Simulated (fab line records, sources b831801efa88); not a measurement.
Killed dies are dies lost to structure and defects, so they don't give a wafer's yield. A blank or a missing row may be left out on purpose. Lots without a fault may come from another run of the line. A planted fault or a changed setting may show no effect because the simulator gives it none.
Chamber matching | flow sky130 | SKY_CONTACT_ETCH_17 on rie_diel-01: 4 sister chambers
The step etches SiO2 in C4F8/O2/Ar, stops on Si3N4, target depth 340 nm. 4 wafers are shown with their chamber, then 9 later ones without.

WAFERS WITH THEIR CHAMBER
wafer  | chamber | oes_product_au (a.u.)
L082.4 | 3       | 0.890
L090.1 | 0       | 0.883
L090.4 | 2       | 0.885
L090.6 | 1       | 0.888

WAFERS WITHOUT THEIR CHAMBER
wafer  | oes_product_au (a.u.)
L093.1 | 0.891
L093.3 | 0.893
L093.5 | 0.896
L092.3 | 0.891
L092.4 | 0.891
L092.5 | 0.891
L097.1 | 0.891
L097.3 | 0.891
L097.5 | 0.897

WHICH CHAMBER EACH WENT THROUGH
wafer  | from the rows above          | in truth
L093.1 | can't be placed: 3 or 1 or 2 | 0
L093.3 | can't be placed: 3 or 1 or 2 | 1
L093.5 | can't be placed: 3 or 1 or 2 | 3
L092.3 | can't be placed: 3 or 1 or 2 | 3
L092.4 | can't be placed: 3 or 1 or 2 | 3
L092.5 | can't be placed: 3 or 1 or 2 | 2
L097.1 | can't be placed: 3 or 1 or 2 | 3
L097.3 | can't be placed: 3 or 1 or 2 | 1
L097.5 | can't be placed: 3 or 1 or 2 | 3
Placed correctly: 0 of 9. Can't be placed from these rows: 9 (the true chamber is among the candidates in 8). Placed wrongly: 0.
How it was worked out, from the rows above alone: a wafer's distance from a chamber is the root of the sum, over the readings, of the square of ((its reading less the chamber's mean) divided by the reading's scatter). The wafer belongs to the nearest chamber; if the next one is less than 2 further off, it can't be placed. A chamber's mean is the mean of its shown wafers. The scatter: with one shown wafer a chamber, the root of the mean of the squares of how far each hidden wafer lies from its nearest shown one.
